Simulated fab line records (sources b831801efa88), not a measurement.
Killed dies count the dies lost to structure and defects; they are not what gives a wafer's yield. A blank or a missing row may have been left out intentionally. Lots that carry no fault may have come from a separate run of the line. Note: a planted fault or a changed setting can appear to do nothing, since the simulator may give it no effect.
A struck lot beside a sound one || flow sky130 || 35 steps out of a route of 708
Sound: wafers L500.1, L500.4, L500.6. Struck: wafer L511.3. (L511.2, L511.6 of the same lot were not struck and are left out.) The cause comes at the end.
Per side, at each step with rows, come the tool, then ch with its chambers, and then its first start. Under that, the readings that differ: sound wafers || struck wafers || difference of the means || sigmas: that difference in standard deviations of wafers without a fault.
alike: a reading whose means differ by less than 2 such deviations, as well as words and numbers matching on both sides. not compared: withheld readings; readings where some wafer has no value; bounds like >300 that might hide an equal value; numbers whose values overlap and for which the record gives no deviation.
The two part at a step that has a row with sigmas, a row that says differs or no value, or rows on one side only. Numbers that don't overlap but have no deviation are shown without sigmas and don't part them. A reading that every wafer of one side lacks parts them only if that side has two wafers or more.

SKY_METAL3_CD_MEAS_13 targets a cd of 300 nm.
  sound on cd_sem-01, day 40 13:47; struck on cd_sem-01, day 42 13:03
  alike: cd_nm
SKY_METAL3_OVL_MEAS_14:
  sound on overlay-01, day 40 13:54; struck on overlay-02, day 42 13:10
  alike: METAL3_OVL
SKY_METAL3_DESCUM_15: chemistry O2, time 8 s.
  sound on rie_metal-04 ch 0,1, day 40 13:56; struck on rie_metal-03 ch 0, day 42 13:11
  alike: chamber_pressure_mTorr, drypump_motor_current_A, oes_product_au
  not compared: rf_hours_counter_h
SKY_METAL3_ETCH_16: etches BARC in N2/H2, stops on SiO2, time 88.2 s, target depth 60 nm.
  sound on rie_metal-04 ch 0,1, day 40 13:58; struck on rie_metal-03 ch 0, day 42 13:13
{"reading": "chamber_pressure_mTorr (mTorr)", "sound": "30.020 29.961 30.019", "struck": 29.940, "difference": -0.060, "sigmas": -2}
  alike: drypump_motor_current_A, oes_product_au, throttle_valve_pct
  not compared: rf_hours_counter_h
SKY_METAL3_ETCH_17: etches SiO2 in C4F8/O2/Ar, stops on TiN, time 3.9 s, target depth 15 nm.
  sound on rie_diel-04 ch 1,2, day 40 14:04; struck on rie_diel-03 ch 0, day 42 13:19
  alike: chamber_pressure_mTorr, oes_product_au
  not compared: rf_hours_counter_h
then, 6 steps without rows for these wafers: SKY_METAL3_METAL_ETCH_18 (etches the open film in Cl2/BCl3, stops on SiO2, target depth 845 nm, time 183.1 s); SKY_METAL3_STRIP_19 (strips in O2/N2); SKY_METAL3_STRIP_20 (strips in post etch residue remover, time 1200 s); SKY_METAL3_CLEAN_21 (cleans in IPA, time 180 s); SKY_METAL3_CLEAN_22 (cleans in O3/DIW); SKY_VIA3_HDPCVD_00 (deposits SiO2, target thk 1635 nm, time 272.5 s).
SKY_VIA3_THK_MEAS_01:
  sound on film_metro-02, day 40 15:02; struck on film_metro-01, day 42 14:17
  alike: VIA3_HDPCVD_THK
SKY_VIA3_CMP_02: polishes SiO2.
  sound on cmp-02 ch 0,1,3, day 40 15:05; struck on cmp-01 ch 3, day 42 14:20
{"reading": "motor_current_A (A)", "sound": "10.7 12.2 10.6", "struck": 14.8, "difference": "+3.6", "sigmas": "+2"}
{"reading": "model.SiO2_of_VIA3_HDPCVD_00.thk_nm (nm)", "sound": "463.8 463.7 463.1", "struck": 879.2, "difference": "+415.7", "sigmas": ""}
  alike: edge_zone_pressure_frac, slurry_flow_ml_min
SKY_VIA3_BOW_MEAS_03:
  sound on film_metro-01, day 40 15:23; struck on film_metro-02, day 42 14:40
{"reading": "VIA3_BOW (um)", "sound": "77 86 75", "struck": 101, "difference": "+22", "sigmas": "+3"}
then, 8 steps without rows for these wafers: SKY_VIA3_DEHYDRATE_04 (time 60 s); SKY_VIA3_HMDS_05 (prime time 60 s); SKY_VIA3_COAT_06 (resist thk 60 nm); SKY_VIA3_COAT_07 (resist thk 450 nm); SKY_VIA3_SOFTBAKE_08 (time 90 s); SKY_VIA3_EXPOSE_09 (exposes mask VIM3, target cd 200 nm); SKY_VIA3_PEB_10; SKY_VIA3_DEVELOP_11 (develop time 60 s).
SKY_VIA3_CD_MEAS_12 targets a cd of 200 nm.
  sound on cd_sem-01, day 41 15:26; struck on cd_sem-02, day 43 13:37
  alike: cd_nm
SKY_VIA3_OVL_MEAS_13:
  sound on overlay-01, day 41 15:33; struck on overlay-01, day 43 13:43
  alike: VIA3_OVL
then, 1 step without rows for these wafers: SKY_VIA3_ETCH_14 (etches BARC in N2/H2, stops on SiO2, time 45.9 s, target depth 60 nm).
SKY_VIA3_ETCH_15: etches SiO2 in C4F8/O2/Ar, stops on TiN, target depth 507 nm, time 78 s.
  sound on rie_diel-02 ch 0,2, day 41 15:38; struck on rie_diel-02 ch 2, day 43 13:47
{"reading": "oes_product_au (a.u.)", "sound": "0.940 0.946 0.942", "struck": 1.005, "difference": "+0.062", "sigmas": "+14"}
{"reading": "model.etch.depth_nm (nm)", "sound": "463.8 463.7 463.1", "struck": 509.1, "difference": "+45.6", "sigmas": ""}
{"reading": "model.VIA3.feature_depth_nm (nm)", "sound": "463.8 463.7 463.1", "struck": 509.1, "difference": "+45.6", "sigmas": ""}
  alike: chamber_pressure_mTorr
  not compared: rf_hours_counter_h
SKY_VIA3_STRIP_16: strips in O2/N2.
  sound on plasma_asher-02 ch 0,1, day 41 15:41; struck on plasma_asher-02 ch 1, day 43 13:51
  alike: chamber_pressure_mTorr, drypump_motor_current_A, oes_product_au, strip_time_to_endpoint_s
  not compared: rf_hours_counter_h
then, 3 steps without rows for these wafers: SKY_VIA3_STRIP_17 (strips in post etch residue remover, time 1200 s); SKY_VIA3_CLEAN_18 (cleans in IPA, time 180 s); SKY_VIA3_CLEAN_19 (cleans in O3/DIW).
SKY_VIA3_SPUTTER_20: material TiN, target thk 20 nm, time 80 s.
  sound on pvd_sputter-04, day 41 16:20; struck on pvd_sputter-04, day 43 14:27
  alike: throttle_valve_pct
then, 1 step without rows for these wafers: SKY_VIA3_CVD_21 (deposits W, target thk 390 nm, time 117.31 s).
SKY_VIA3_CMP_24: polishes, stops on SiO2, t overpolish 20 s, target thk 0 nm.
  sound on cmp-01 ch 2,3, day 41 16:43; struck on cmp-01 ch 1, day 43 14:52
{"reading": "model.SiO2_of_VIA3_HDPCVD_00.thk_nm (nm)", "sound": "459.4 459.3 458.7", "struck": 874.8, "difference": "+415.7", "sigmas": ""}
  alike: edge_zone_pressure_frac, motor_current_A, slurry_flow_ml_min
then, 1 step without rows for these wafers: SKY_METAL4_SPUTTER_00 (material Ti, target thk 15 nm, time 10 s).
-- the record jumps here: 5 days lie between the struck wafers' starts before and after (it left off in module METAL4 and takes up again in module PAD_OPEN, whose first step shown is number 708 of the route) --
SKY_PAD_OPEN_PROBE_99:
  only the struck wafers here have rows in the record (prober-01, day 49 01:22); the sound ones have none

== WHERE THEY PART ==
Last at SKY_PAD_OPEN_PROBE_99 as far as this record goes, first at SKY_METAL3_ETCH_16.

WHY: whatever the simulator had introduced
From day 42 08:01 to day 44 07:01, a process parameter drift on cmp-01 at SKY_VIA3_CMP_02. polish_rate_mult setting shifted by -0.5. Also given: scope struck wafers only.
